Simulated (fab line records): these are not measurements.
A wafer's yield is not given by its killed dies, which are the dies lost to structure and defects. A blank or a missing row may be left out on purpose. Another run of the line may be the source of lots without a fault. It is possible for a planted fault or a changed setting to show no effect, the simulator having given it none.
Which tool was responsible? + flow gf180mcu + 24 lots with 72 wafers sampled at 6 steps, on a route of 602 steps

WHAT THE GAUGES READ, wafer by wafer
GF_V2_OVL_MEAS_15.
| lot  | measured     | on         | V2_OVL (nm) |
|------|--------------|------------|-------------|
| L074 | day 20 05:52 | overlay-02 | -3 -9 -6    |
| L075 | day 20 19:28 | overlay-02 | 4 5 5       |
| L076 | day 21 06:13 | overlay-01 | 7 1 3       |
| L077 | day 21 11:39 | overlay-02 | -3 -2 -2    |
| L078 | day 21 17:42 | overlay-02 | 11 2 5      |
| L079 | day 22 03:03 | overlay-01 | -2 6 2      |
| L080 | day 22 13:52 | overlay-01 | -3 -3 -5    |
| L081 | day 22 17:37 | overlay-02 | -4 -8 -3    |
| L082 | day 23 07:10 | overlay-02 | 6 -6 -1     |
| L083 | day 23 14:04 | overlay-02 | 3 1 -2      |
| L084 | day 24 00:23 | overlay-01 | 3 3 0       |
| L085 | day 24 06:21 | overlay-02 | 2 -1 -2     |
| L086 | day 24 21:46 | overlay-01 | -9 -4 -6    |
| L087 | day 25 00:54 | overlay-01 | -2 -6 -8    |
| L088 | day 25 08:07 | overlay-01 | 6 0 3       |
| L089 | day 25 16:10 | overlay-01 | 0 -4 7      |
| L090 | day 25 21:52 | overlay-01 | 4 1 1       |
| L091 | day 26 07:23 | overlay-01 | 0 -8 -4     |
| L092 | day 26 13:14 | overlay-02 | -5 -5 -3    |
| L093 | day 26 22:28 | overlay-02 | 4 2 -2      |
| L094 | day 27 05:49 | overlay-02 | 1 6 3       |
| L095 | day 27 13:11 | overlay-02 | -7 -8 -5    |
| L096 | day 27 15:06 | overlay-02 | -7 1 0      |
| L097 | day 27 23:15 | overlay-01 | -8 -5 -9    |

GF_V4_OVL_MEAS_15.
| lot  | measured     | on         | V4_OVL (nm) |
|------|--------------|------------|-------------|
| L074 | day 24 09:49 | overlay-02 | 1 -2 3      |
| L075 | day 24 22:53 | overlay-02 | -15 -11 -9  |
| L076 | day 25 07:18 | overlay-01 | 2 -4 -3     |
| L077 | day 25 10:37 | overlay-02 | 0 -1 -4     |
| L078 | day 25 16:31 | overlay-01 | -6 -2 -2    |
| L079 | day 26 01:55 | overlay-02 | -5 1 -3     |
| L080 | day 26 12:16 | overlay-01 | -6 -8 2     |
| L081 | day 26 14:08 | overlay-01 | 4 -1 4      |
| L082 | day 27 04:19 | overlay-02 | -5 0 -10    |
| L083 | day 27 09:28 | overlay-02 | 1 -8 -2     |
| L084 | day 27 18:58 | overlay-01 | -1 -12 -2   |
| L085 | day 28 00:13 | overlay-02 | -5 1 0      |
| L086 | day 28 12:47 | overlay-01 | 1 -5 4      |
| L087 | day 28 18:20 | overlay-01 | -7 -9 -11   |
| L088 | day 29 00:16 | overlay-02 | 4 2 -2      |
| L089 | day 29 06:46 | overlay-02 | 3 0 -10     |
| L090 | day 29 12:59 | overlay-02 | 3 1 -3      |
| L091 | day 29 20:59 | overlay-01 | -13 -8 -7   |
| L092 | day 30 02:13 | overlay-02 | -6 -6 -9    |
| L093 | day 30 10:28 | overlay-02 | -3 -4 -8    |
| L094 | day 30 17:07 | overlay-01 | -3 -8 -13   |
| L095 | day 30 23:55 | overlay-01 | -1 -7 -3    |
| L096 | day 31 01:07 | overlay-02 | -13 -15 -11 |
| L097 | day 31 08:37 | overlay-02 | 2 1 -7      |

TOOL THAT RAN EACH LOT (tool first, then ch and the chambers of the sampled wafers, then the start)
| lot  | GF_V1_CVD_02                    | GF_M2_STRIP_17                       | GF_V2_SPUTTER_21             | GF_M3_SPUTTER_04             |
|------|---------------------------------|--------------------------------------|------------------------------|------------------------------|
| L074 | pecvd-03 ch 1,2, day 17 04:10   | plasma asher-01 ch 0,1, day 19 04:34 | pvd sputter-03, day 20 06:35 | pvd sputter-04, day 20 07:28 |
| L075 | pecvd-04 ch 1,2, day 17 16:21   | plasma asher-01 ch 0,1, day 19 17:22 | pvd sputter-03, day 20 20:10 | pvd sputter-04, day 20 21:02 |
| L076 | pecvd-04 ch 1,2, day 18 01:33   | plasma asher-02 ch 0,1, day 20 04:32 | pvd sputter-02, day 21 06:55 | pvd sputter-03, day 21 07:47 |
| L077 | pecvd-03 ch 0,2, day 18 05:46   | plasma asher-01 ch 0,1, day 20 09:23 | pvd sputter-02, day 21 12:20 | pvd sputter-04, day 21 13:13 |
| L078 | pecvd-03 ch 0,1,2, day 18 13:00 | plasma asher-01 ch 0,1, day 20 15:53 | pvd sputter-02, day 21 18:26 | pvd sputter-04, day 21 19:19 |
| L079 | pecvd-01 ch 1,2, day 18 22:36   | plasma asher-01 ch 1, day 21 02:11   | pvd sputter-03, day 22 03:44 | pvd sputter-01, day 22 04:37 |
| L080 | pecvd-01 ch 0,1,2, day 19 10:01 | plasma asher-01 ch 0,1, day 21 13:01 | pvd sputter-04, day 22 14:36 | pvd sputter-01, day 22 15:28 |
| L081 | pecvd-03 ch 0,1, day 19 14:20   | plasma asher-01 ch 0,1, day 21 17:25 | pvd sputter-02, day 22 18:19 | pvd sputter-04, day 22 19:11 |
| L082 | pecvd-04 ch 0,1,2, day 20 04:17 | plasma asher-02 ch 0,1, day 22 06:49 | pvd sputter-04, day 23 07:50 | pvd sputter-03, day 23 08:43 |
| L083 | pecvd-01 ch 0,1,2, day 20 11:56 | plasma asher-03 ch 0,1, day 22 14:19 | pvd sputter-04, day 23 14:46 | pvd sputter-01, day 23 15:39 |
| L084 | pecvd-04 ch 0,1, day 20 23:08   | plasma asher-02 ch 0, day 23 00:47   | pvd sputter-02, day 24 01:05 | pvd sputter-04, day 24 01:57 |
| L085 | pecvd-04 ch 0,1, day 21 06:35   | plasma asher-02 ch 0, day 23 06:58   | pvd sputter-03, day 24 07:02 | pvd sputter-03, day 24 07:55 |
| L086 | pecvd-01 ch 1,2, day 21 21:40   | plasma asher-03 ch 0,1, day 23 22:53 | pvd sputter-03, day 24 22:34 | pvd sputter-01, day 24 23:26 |
| L087 | pecvd-04 ch 0,2, day 22 01:30   | plasma asher-02 ch 0,1, day 24 01:23 | pvd sputter-02, day 25 02:00 | pvd sputter-03, day 25 02:52 |
| L088 | pecvd-03 ch 0,1,2, day 22 08:37 | plasma asher-03 ch 0,1, day 24 08:37 | pvd sputter-04, day 25 08:49 | pvd sputter-04, day 25 09:41 |
| L089 | pecvd-03 ch 0,2, day 22 18:20   | plasma asher-01 ch 0,1, day 24 16:52 | pvd sputter-04, day 25 16:52 | pvd sputter-03, day 25 17:44 |
| L090 | pecvd-04 ch 0,1,2, day 23 01:11 | plasma asher-01 ch 0,1, day 24 23:28 | pvd sputter-04, day 25 22:35 | pvd sputter-03, day 25 23:28 |
| L091 | pecvd-03 ch 0,1,2, day 23 09:20 | plasma asher-03 ch 0,1, day 25 08:40 | pvd sputter-04, day 26 08:04 | pvd sputter-03, day 26 08:56 |
| L092 | pecvd-01 ch 1,2, day 23 16:38   | plasma asher-01 ch 0,1, day 25 14:58 | pvd sputter-03, day 26 13:58 | pvd sputter-04, day 26 14:50 |
| L093 | pecvd-01 ch 0,1,2, day 24 02:45 | plasma asher-02 ch 0,1, day 26 00:31 | pvd sputter-04, day 26 23:08 | pvd sputter-03, day 27 00:01 |
| L094 | pecvd-04 ch 0,1,2, day 24 10:30 | plasma asher-02 ch 0,1, day 26 08:04 | pvd sputter-03, day 27 06:31 | pvd sputter-03, day 27 07:45 |
| L095 | pecvd-04 ch 0,2, day 24 18:56   | plasma asher-02 ch 0,1, day 26 14:52 | pvd sputter-03, day 27 13:54 | pvd sputter-04, day 27 14:47 |
| L096 | pecvd-03 ch 0,1,2, day 24 21:45 | plasma asher-01 ch 0,1, day 26 18:02 | pvd sputter-02, day 27 15:50 | pvd sputter-01, day 27 16:43 |
| L097 | pecvd-04 ch 0,2, day 25 06:13   | plasma asher-01 ch 0, day 27 01:28   | pvd sputter-02, day 27 23:56 | pvd sputter-01, day 28 00:49 |
- GF_V1_CVD_02: deposits SiO2 from TEOS, target thk 850 nm, time 94.851 s.
- GF_M2_STRIP_17: strips in O2/N2.
- GF_V2_SPUTTER_21: material Ti, target thk 15 nm, time 80.02 s.
- GF_M3_SPUTTER_04: material TiN, target thk 50 nm, time 41.7 s.

AS READ BY THE TOOLS THEMSELVES (means over the sampled wafers that have a number; for cases with no such wafer, the mark the record gives instead)
GF_V1_CVD_02.
| lot  | tool     | heater power w (W) |
|------|----------|--------------------|
| L074 | pecvd-03 | 767                |
| L075 | pecvd-04 | 619                |
| L076 | pecvd-04 | 669                |
| L077 | pecvd-03 | 678                |
| L078 | pecvd-03 | 636                |
| L079 | pecvd-01 | 615                |
| L080 | pecvd-01 | 589                |
| L081 | pecvd-03 | 583                |
| L082 | pecvd-04 | 555                |
| L083 | pecvd-01 | 611                |
| L084 | pecvd-04 | 659                |
| L085 | pecvd-04 | 639                |
| L086 | pecvd-01 | 619                |
| L087 | pecvd-04 | 700                |
| L088 | pecvd-03 | 652                |
| L089 | pecvd-03 | 717                |
| L090 | pecvd-04 | 607                |
| L091 | pecvd-03 | 636                |
| L092 | pecvd-01 | 603                |
| L093 | pecvd-01 | 612                |
| L094 | pecvd-04 | 687                |
| L095 | pecvd-04 | 665                |
| L096 | pecvd-03 | 570                |
| L097 | pecvd-04 | 597                |

GF_M2_STRIP_17.
| lot  | tool            | drypump motor current A (A) | heater power w (W) | o2 flow sccm (sccm) | oes product au (a.u.) | strip time to endpoint s (s) |
|------|-----------------|-----------------------------|--------------------|---------------------|-----------------------|------------------------------|
| L074 | plasma asher-01 | 6.2                         | 370                | 2998                | 0.536                 | 7.33                         |
| L075 | plasma asher-01 | 6.2                         | 369                | 2993                | 0.538                 | 7.42                         |
| L076 | plasma asher-02 | 5.4                         | 378                | 3001                | 0.537                 | 7.37                         |
| L077 | plasma asher-01 | 6.0                         | 364                | 3005                | 0.536                 | 7.37                         |
| L078 | plasma asher-01 | 6.2                         | 371                | 3001                | 0.537                 | 7.40                         |
| L079 | plasma asher-01 | 5.7                         | 353                | 3000                | 0.539                 | 7.32                         |
| L080 | plasma asher-01 | 6.2                         | 375                | 3009                | 0.533                 | 7.36                         |
| L081 | plasma asher-01 | 6.0                         | 363                | 3007                | 0.537                 | 7.37                         |
| L082 | plasma asher-02 | 5.4                         | 376                | 2991                | 0.544                 | 7.42                         |
| L083 | plasma asher-03 | 5.0                         | 392                | 3007                | 0.538                 | 7.41                         |
| L084 | plasma asher-02 | 5.2                         | 389                | 3002                | 0.534                 | 7.32                         |
| L085 | plasma asher-02 | 5.3                         | 384                | 3003                | 0.535                 | 7.36                         |
| L086 | plasma asher-03 | 5.4                         | 355                | 3013                | 0.541                 | 7.45                         |
| L087 | plasma asher-02 | 5.5                         | 372                | 2995                | 0.537                 | 7.42                         |
| L088 | plasma asher-03 | 5.4                         | 355                | 2996                | 0.539                 | 7.39                         |
| L089 | plasma asher-01 | 5.9                         | 362                | 2994                | 0.532                 | 7.30                         |
| L090 | plasma asher-01 | 6.2                         | 370                | 2991                | 0.540                 | 7.39                         |
| L091 | plasma asher-03 | 5.0                         | 394                | 2998                | 0.534                 | 7.41                         |
| L092 | plasma asher-01 | 5.9                         | 363                | 3013                | 0.541                 | 7.41                         |
| L093 | plasma asher-02 | 5.4                         | 373                | 2998                | 0.534                 | 7.31                         |
| L094 | plasma asher-02 | 5.5                         | 372                | 3000                | 0.533                 | 7.31                         |
| L095 | plasma asher-02 | 5.4                         | 375                | 3006                | 0.539                 | 7.40                         |
| L096 | plasma asher-01 | 5.9                         | 360                | 2998                | 0.530                 | 7.25                         |
| L097 | plasma asher-01 | 6.5                         | 377                | 2995                | 0.540                 | 7.40                         |

GF_V2_SPUTTER_21.
| lot  | tool           | throttle valve pct (%) |
|------|----------------|------------------------|
| L074 | pvd sputter-03 | 29.2                   |
| L075 | pvd sputter-03 | 30.0                   |
| L076 | pvd sputter-02 | 29.9                   |
| L077 | pvd sputter-02 | 29.8                   |
| L078 | pvd sputter-02 | 30.8                   |
| L079 | pvd sputter-03 | 29.5                   |
| L080 | pvd sputter-04 | 29.8                   |
| L081 | pvd sputter-02 | 30.7                   |
| L082 | pvd sputter-04 | 30.0                   |
| L083 | pvd sputter-04 | 29.7                   |
| L084 | pvd sputter-02 | 31.4                   |
| L085 | pvd sputter-03 | 30.0                   |
| L086 | pvd sputter-03 | 29.4                   |
| L087 | pvd sputter-02 | 30.9                   |
| L088 | pvd sputter-04 | 29.8                   |
| L089 | pvd sputter-04 | 30.0                   |
| L090 | pvd sputter-04 | 30.2                   |
| L091 | pvd sputter-04 | 30.0                   |
| L092 | pvd sputter-03 | 29.6                   |
| L093 | pvd sputter-04 | 30.3                   |
| L094 | pvd sputter-03 | 29.7                   |
| L095 | pvd sputter-03 | 29.6                   |
| L096 | pvd sputter-02 | 29.6                   |
| L097 | pvd sputter-02 | 29.4                   |

GF_M3_SPUTTER_04.
| lot  | tool           | throttle valve pct (%) |
|------|----------------|------------------------|
| L074 | pvd sputter-04 | 30.2                   |
| L075 | pvd sputter-04 | 29.8                   |
| L076 | pvd sputter-03 | 29.5                   |
| L077 | pvd sputter-04 | 30.1                   |
| L078 | pvd sputter-04 | 30.2                   |
| L079 | pvd sputter-01 | 29.5                   |
| L080 | pvd sputter-01 | 30.0                   |
| L081 | pvd sputter-04 | 30.0                   |
| L082 | pvd sputter-03 | 29.9                   |
| L083 | pvd sputter-01 | 30.4                   |
| L084 | pvd sputter-04 | 29.9                   |
| L085 | pvd sputter-03 | 29.6                   |
| L086 | pvd sputter-01 | 30.0                   |
| L087 | pvd sputter-03 | 29.6                   |
| L088 | pvd sputter-04 | 29.9                   |
| L089 | pvd sputter-03 | 29.9                   |
| L090 | pvd sputter-03 | 29.9                   |
| L091 | pvd sputter-03 | 29.4                   |
| L092 | pvd sputter-04 | 29.8                   |
| L093 | pvd sputter-03 | 29.9                   |
| L094 | pvd sputter-03 | 29.5                   |
| L095 | pvd sputter-04 | 29.8                   |
| L096 | pvd sputter-01 | 30.6                   |
| L097 | pvd sputter-01 | 30.1                   |

THE ANSWER, worked out from the rows above alone
Rule: the usual values come from the lots themselves. The widest of any qualifying gaps counts: lots, ordered by their means at a reading, are off when they make up no more than a third of the lots, leave a main group of 4 or more, and stand apart from it by 3 or more times the standard deviation of that group's means. A main group is skipped when, at the precision printed for the reading in the tables above, its means are all equal. A lot without any number at a reading at which 4 lots or more have one is off too. The other lots that the step has rows for count as sound. The gauges are gone through in route order, then the tools' own readings, and for those a lot's mean is taken as printed above. At the first step where some lot is off, the reading lying furthest off is the one used; lots without a number count as furthest.
None of the lots is off at any reading shown; this tells nothing.

WHAT WAS PUT IN BY THE SIMULATOR
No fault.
